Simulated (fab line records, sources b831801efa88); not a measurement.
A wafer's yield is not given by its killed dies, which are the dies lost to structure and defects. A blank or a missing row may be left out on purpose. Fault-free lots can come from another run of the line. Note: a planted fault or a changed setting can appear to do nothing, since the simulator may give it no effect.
Matching of chambers | flow gf180mcu | cmp-02 running GF_V4_CMP_26: 4 sister chambers
The step polishes, stops on SiO2, t overpolish 15 s, target thk 0 nm. 8 wafers are shown with their chamber, then 8 later ones without.

== WAFERS WITH THEIR CHAMBER ==
wafer  | chamber | motor current A (A) | time to endpoint s (s)
L934.3 | 1       | 12.5                | 84
L936.1 | 2       | 13.6                | 85
L936.3 | 3       | 9.7                 | 79
L936.5 | 3       | 9.4                 | 80
L938.2 | 0       | 11.5                | 88
L938.3 | 2       | 13.9                | 84
L938.6 | 1       | 12.7                | 83
L939.1 | 0       | 10.7                | 87

== WAFERS WITHOUT THEIR CHAMBER ==
wafer  | motor current A (A) | time to endpoint s (s)
L939.3 | 12.3                | 88
L939.5 | 13.7                | 88
L953.1 | 13.1                | 88
L953.3 | 12.3                | 87
L953.6 | 9.6                 | 82
L954.3 | 12.4                | 86
L954.4 | 10.9                | 89
L954.6 | 9.4                 | 79

== WHICH CHAMBER EACH ONE RAN IN ==
wafer  | from the rows above          | in truth
L939.3 | 0                            | 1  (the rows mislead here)
L939.5 | 2                            | 2
L953.1 | can't be placed: 2 or 0 or 1 | 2
L953.3 | can't be placed: 0 or 1 or 2 | 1
L953.6 | 3                            | 3
L954.3 | can't be placed: 1 or 0 or 2 | 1
L954.4 | 0                            | 0
L954.6 | 3                            | 3
4 of 8 placed correctly. Unplaceable from these rows: 3, with the true chamber sitting among the candidates in 3. 1 placed wrongly.
How it was worked out, from the rows above alone: a wafer's distance from a chamber is the root of the sum, over the readings, of the square of ((its reading less the chamber's mean) divided by the reading's scatter). If the next closest chamber is less than 2 further off than the closest, the wafer can't be placed; otherwise it belongs to the closest. The mean given for a chamber averages the wafers shown for that chamber. The scatter: take each reading less its chamber's mean, square it, sum over the shown wafers, divide by the number of wafers less the number of chambers, and take the root.
